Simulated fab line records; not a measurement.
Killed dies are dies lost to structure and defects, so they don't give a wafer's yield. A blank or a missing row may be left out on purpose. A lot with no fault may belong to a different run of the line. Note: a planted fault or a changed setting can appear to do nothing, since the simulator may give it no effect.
Which of the tools did it?    flow gf180mcu    42 wafers from 14 lots sampled at 5 of the route's 602 steps

## WHAT THE GAUGES READ, wafer by wafer
GF_STI_CD_MEAS_12: the cd target is 220 nm.
lot   measured     on         cd nm (nm)
L674  day 2 08:25  cd sem-01  219.5 218.9 219.8
L675  day 2 13:28  cd sem-02  219.4 218.2 219.6
L676  day 2 17:10  cd sem-02  219.1 219.1 219.9
L677  day 2 21:37  cd sem-02  220.7 221.9 221.6
L678  day 3 03:25  cd sem-01  220.6 219.0 218.1
L679  day 3 07:15  cd sem-02  220.8 220.7 220.5
L681  day 3 20:31  cd sem-01  220.2 218.6 219.9
L686  day 4 20:49  cd sem-01  220.2 219.4 220.3
L689  day 5 12:05  cd sem-02  219.5 220.5 219.8
L690  day 5 16:23  cd sem-01  219.4 219.3 219.5
L691  day 5 21:34  cd sem-02  220.8 220.3 221.4
L692  day 6 04:20  cd sem-01  217.8 219.4 217.9
L695  day 6 18:10  cd sem-01  221.5 220.3 220.6
L696  day 6 23:22  cd sem-01  218.3 217.7 218.4

GF_VT_IMPLANT_OVL_MEAS_29.
lot   measured      on          VT_IMPLANT_02_OVL (nm)
L674  day 7 06:14   overlay-02  -0.7 0.8 -0.9
L675  day 7 12:28   overlay-02  -0.2 -1.1 1.3
L676  day 7 14:37   overlay-02  -2.5 -2.9 -2.1
L677  day 7 22:40   overlay-02  -0.7 -2.7 -1.5
L678  day 8 07:40   overlay-01  -0.4 -0.9 -0.6
L679  day 8 10:29   overlay-01  -2.5 -2.7 -2.2
L681  day 9 05:37   overlay-01  -0.5 -1.4 -0.9
L686  day 10 08:52  overlay-02  -0.4 0.7 -0.4
L689  day 11 04:25  overlay-01  -1.8 -2.1 -1.6
L690  day 11 10:43  overlay-02  0.1 0.4 0.5
L691  day 11 16:19  overlay-01  -3.6 -2.7 -0.9
L692  day 12 00:13  overlay-02  -1.7 -1.4 -1.4
L695  day 12 20:04  overlay-02  -0.6 -0.2 -0.1
L696  day 13 01:35  overlay-02  -0.3 -0.3 1.8

GF_VT_IMPLANT_TW_MEAS_32.
lot   measured      on             VT_IMPLANT_3_TW
L674  day 7 06:31   film metro-04  268.4 269.6 269.8
L675  day 7 12:45   film metro-04  270.6 268.7 269.7
L676  day 7 14:54   film metro-01  269.6 269.7 269.6
L677  day 7 22:57   film metro-04  270.6 269.5 270.2
L678  day 8 07:57   film metro-03  267.4 268.2 268.6
L679  day 8 10:46   film metro-04  267.2 267.5 267.6
L681  day 9 05:54   film metro-04  269.3 268.5 267.9
L686  day 10 09:09  film metro-03  269.0 267.2 267.7
L689  day 11 04:43  film metro-03  266.9 268.4 270.0
L690  day 11 11:01  film metro-04  269.5 269.7 270.2
L691  day 11 16:36  film metro-03  266.3 265.6 264.8
L692  day 12 00:31  film metro-03  268.3 268.0 267.0
L695  day 12 20:21  film metro-03  268.2 268.5 266.8
L696  day 13 01:52  film metro-03  266.4 268.0 267.1

GF_VT_IMPLANT_TW_MEAS_43.
lot   measured      on             VT_IMPLANT_4_TW
L674  day 7 22:04   film metro-01  693 692 690
L675  day 8 04:54   film metro-04  689 690 688
L676  day 8 07:03   film metro-04  692 689 691
L677  day 8 15:18   film metro-04  690 688 692
L678  day 9 00:18   film metro-04  688 690 687
L679  day 9 03:34   film metro-04  695 691 694
L681  day 9 22:57   film metro-04  691 691 688
L686  day 11 03:00  film metro-04  666 667 665
L689  day 12 00:13  film metro-04  689 686 692
L690  day 12 06:16  film metro-03  664 663 665
L691  day 12 11:36  film metro-01  694 701 696
L692  day 12 20:40  film metro-01  694 696 698
L695  day 13 16:45  film metro-03  690 686 689
L696  day 13 21:55  film metro-04  696 695 694

## WHICH TOOL RAN EACH LOT (tool, then ch and the chambers of the sampled wafers, then the start)
lot   GF_VT_IMPLANT_IMPLANT_41
L674  implanter-01 ch 0, day 7 21:51
L675  implanter-02 ch 0, day 8 04:39
L676  implanter-03 ch 0, day 8 06:48
L677  implanter-01 ch 0, day 8 15:03
L678  implanter-02 ch 0, day 9 00:03
L679  implanter-03 ch 0, day 9 03:21
L681  implanter-02 ch 0, day 9 22:42
L686  implanter-02 ch 0, day 11 02:45
L689  implanter-03 ch 0, day 11 23:59
L690  implanter-02 ch 0, day 12 06:01
L691  implanter-01 ch 0, day 12 11:21
L692  implanter-03 ch 0, day 12 20:25
L695  implanter-01 ch 0, day 13 16:30
L696  implanter-01 ch 0, day 13 21:42
- GF_VT_IMPLANT_IMPLANT_41

## AS READ BY THE TOOLS THEMSELVES (means over the sampled wafers that have a number; for cases with no such wafer, the mark the record gives instead)
GF_VT_IMPLANT_IMPLANT_41.
lot   tool          beam energy keV
L674  implanter-01  70.007
L675  implanter-02  70.010
L676  implanter-03  69.978
L677  implanter-01  69.989
L678  implanter-02  69.977
L679  implanter-03  69.982
L681  implanter-02  70.000
L686  implanter-02  61.765
L689  implanter-03  69.993
L690  implanter-02  61.795
L691  implanter-01  69.986
L692  implanter-03  69.992
L695  implanter-01  69.998
L696  implanter-01  69.985

## THE ANSWER, worked out from the rows above alone
Rule: usual is defined by the lots themselves. Put in order of their means at a reading, lots are off if they are a third of the lots or fewer, leave a main group of 4 or more, and stand apart from it by a gap of 3 or more times the standard deviation of the main group's means; of several such gaps the widest counts. A main group is skipped when, at the precision printed for the reading in the tables above, its means are all equal. Also off: a lot with no number at a reading for which 4 or more lots have one. All remaining lots with rows at the step are treated as sound. The gauges are gone through in route order, then the tools' own readings, and for those a lot's mean is taken as printed above. The first step at which some lot is off is used, and at that step the reading that is off furthest; a lot without a number counts as furthest.
Off: L686, L690, seen at GF_VT_IMPLANT_TW_MEAS_43 (VT_IMPLANT_4_TW). For the main group the mean is 692 and the standard deviation 2.9.
If a tool, at a process step before that reading, ran all the lots that are off and no sound lot after the first of them, it fits. Not tried: the gauges at GF_VT_IMPLANT_TW_MEAS_43; whatever is off there is also off at GF_VT_IMPLANT_IMPLANT_41, on other tools, and gauge error can't account for it. One fits: GF_VT_IMPLANT_IMPLANT_41 on implanter-02. Its last sound lot is L681 (day 9 22:42), its first lot that is off L686 (day 11 02:45): a fault that began between those two fits.
On the lots that are off, the tool's own readings at GF_VT_IMPLANT_IMPLANT_41 differ by more than 5 times the standard deviation of the sound lots' means, which bears it out; beam energy keV reads 61.780 there versus 69.991 on the sound lots.

## WHAT THE SIMULATOR HAD PUT IN
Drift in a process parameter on implanter-02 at GF_VT_IMPLANT_IMPLANT_41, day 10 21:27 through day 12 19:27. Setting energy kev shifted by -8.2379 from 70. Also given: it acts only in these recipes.
Struck lots among those shown: L686, L690. Same finding as the rule above.
